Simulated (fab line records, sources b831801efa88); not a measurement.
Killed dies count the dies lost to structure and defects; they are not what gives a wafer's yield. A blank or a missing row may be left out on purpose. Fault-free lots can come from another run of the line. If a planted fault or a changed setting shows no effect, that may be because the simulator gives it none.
Which of the tools did it? + flow sky130 + 13 lots, 39 wafers sampled, at 4 steps of a route of 708

== WHAT THE GAUGES SHOWED, per wafer ==
SKY_VIA3_THK_MEAS_23: measures by xrf.
| lot  | measured     | on            | VIA3_W_THK (nm) |
|------|--------------|---------------|-----------------|
| L933 | day 39 11:11 | film metro-04 | 391 391 401     |
| L934 | day 39 20:05 | film metro-02 | 398 394 397     |
| L936 | day 40 13:31 | film metro-02 | 388 393 390     |
| L937 | day 40 21:23 | film metro-02 | 394 390 395     |
| L938 | day 41 06:10 | film metro-03 | 384 389 388     |
| L939 | day 41 17:17 | film metro-03 | 396 394 393     |
| L944 | day 43 01:44 | film metro-02 | 397 406 403     |
| L945 | day 43 10:49 | film metro-04 | 387 390 389     |
| L946 | day 43 11:31 | film metro-02 | 401 403 399     |
| L950 | day 44 15:58 | film metro-02 | 400 396 405     |
| L951 | day 44 18:59 | film metro-02 | 401 405 402     |
| L952 | day 45 04:52 | film metro-02 | 401 393 390     |
| L954 | day 45 21:04 | film metro-03 | 383 381 385     |

SKY_VIA4_THK_MEAS_01.
| lot  | measured     | on            | VIA4_HDPCVD_THK (nm) |
|------|--------------|---------------|----------------------|
| L933 | day 41 15:33 | film metro-02 | 1768 1770 1753       |
| L934 | day 41 22:25 | film metro-01 | 1725 1712 1704       |
| L936 | day 42 15:58 | film metro-04 | 1759 1724 1731       |
| L937 | day 42 22:32 | film metro-02 | 1750 1746 1752       |
| L938 | day 43 07:01 | film metro-01 | 1762 1754 1764       |
| L939 | day 43 19:02 | film metro-01 | 1764 1754 1749       |
| L944 | day 45 01:01 | film metro-01 | 1769 1214 1745       |
| L945 | day 45 08:27 | film metro-04 | 1730 1219 1747       |
| L946 | day 45 10:10 | film metro-01 | 1751 1186 1748       |
| L950 | day 46 13:19 | film metro-01 | 1749 1746 1760       |
| L951 | day 46 16:05 | film metro-02 | 1751 1780 1744       |
| L952 | day 47 01:23 | film metro-02 | 1774 1760 1755       |
| L954 | day 47 15:48 | film metro-04 | 1761 1760 1762       |

SKY_VIA4_BOW_MEAS_03.
| lot  | measured     | on            | VIA4_BOW (um) |
|------|--------------|---------------|---------------|
| L933 | day 41 15:55 | film metro-02 | 81 88 78      |
| L934 | day 41 22:46 | film metro-04 | 84 78 94      |
| L936 | day 42 16:19 | film metro-01 | 74 85 63      |
| L937 | day 42 22:55 | film metro-02 | 72 76 73      |
| L938 | day 43 07:22 | film metro-04 | 91 100 87     |
| L939 | day 43 19:28 | film metro-04 | 75 74 66      |
| L944 | day 45 01:23 | film metro-04 | 83 89 84      |
| L945 | day 45 09:08 | film metro-04 | 94 84 89      |
| L946 | day 45 10:32 | film metro-02 | 81 98 88      |
| L950 | day 46 13:40 | film metro-01 | 70 72 61      |
| L951 | day 46 16:32 | film metro-01 | 75 84 70      |
| L952 | day 47 01:49 | film metro-04 | 96 91 84      |
| L954 | day 47 16:10 | film metro-04 | 60 60 80      |

== TOOL THAT RAN EACH LOT (tool first, then ch and the chambers of the sampled wafers, then the start) ==
| lot  | SKY_VIA4_HDPCVD_00               |
|------|----------------------------------|
| L933 | hdpcvd-01 ch 0,1,2, day 41 15:22 |
| L934 | hdpcvd-01 ch 0,1, day 41 22:14   |
| L936 | hdpcvd-02 ch 1,2, day 42 15:47   |
| L937 | hdpcvd-02 ch 0,1,2, day 42 22:21 |
| L938 | hdpcvd-01 ch 0,1,2, day 43 06:50 |
| L939 | hdpcvd-02 ch 0,1, day 43 18:51   |
| L944 | hdpcvd-02 ch 0,2, day 45 00:50   |
| L945 | hdpcvd-02 ch 0,2, day 45 08:16   |
| L946 | hdpcvd-02 ch 0,2, day 45 09:59   |
| L950 | hdpcvd-01 ch 0,2, day 46 13:08   |
| L951 | hdpcvd-01 ch 0,2, day 46 15:53   |
| L952 | hdpcvd-01 ch 0,1,2, day 47 01:11 |
| L954 | hdpcvd-01 ch 0,1, day 47 15:37   |
- SKY_VIA4_HDPCVD_00: deposits SiO2, target thk 1750 nm, time 291.7 s.

== AS READ BY THE TOOLS THEMSELVES (means over the sampled wafers that have a number; for cases with no such wafer, the mark the record gives instead) ==
The record holds no such reading with a usual standard deviation.

== THE ANSWER, worked out from the rows above alone ==
Rule: the usual values come from the lots themselves. Put in order of their means at a reading, lots are off if they are a third of the lots or fewer, leave a main group of 4 or more, and stand apart from it by a gap of 3 or more times the standard deviation of the main group's means; of several such gaps the widest counts. If all means in a main group match to the digits the tables above print for the reading, that group is not used. A lot without any number at a reading at which 4 lots or more have one is off too. Any other lot the step has rows for is counted as sound. Order of review: gauges by route order, followed by the tools' own readings, for which a lot's mean as printed above is used. At the first step where some lot is off, the reading lying furthest off is the one used; lots without a number count as furthest.
Off: at SKY_VIA4_THK_MEAS_01 (VIA4_HDPCVD_THK), L944, L945, L946. Mean 1751 nm and standard deviation 15 in the main group.
If a tool, at a process step before that reading, ran all the lots that are off and no sound lot after the first of them, it fits. Those tools and the gauges at SKY_VIA4_THK_MEAS_01 are tried in the same way. One candidate fits, namely hdpcvd-02 at SKY_VIA4_HDPCVD_00. A fault onset in the window from L939 (day 43 18:51, its last sound lot) to L944 (day 45 00:50, its first lot off) fits.

== WHAT THE SIMULATOR PUT IN ==
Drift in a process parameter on hdpcvd-02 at SKY_VIA4_HDPCVD_00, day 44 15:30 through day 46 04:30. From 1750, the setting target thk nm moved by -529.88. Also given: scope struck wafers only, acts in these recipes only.
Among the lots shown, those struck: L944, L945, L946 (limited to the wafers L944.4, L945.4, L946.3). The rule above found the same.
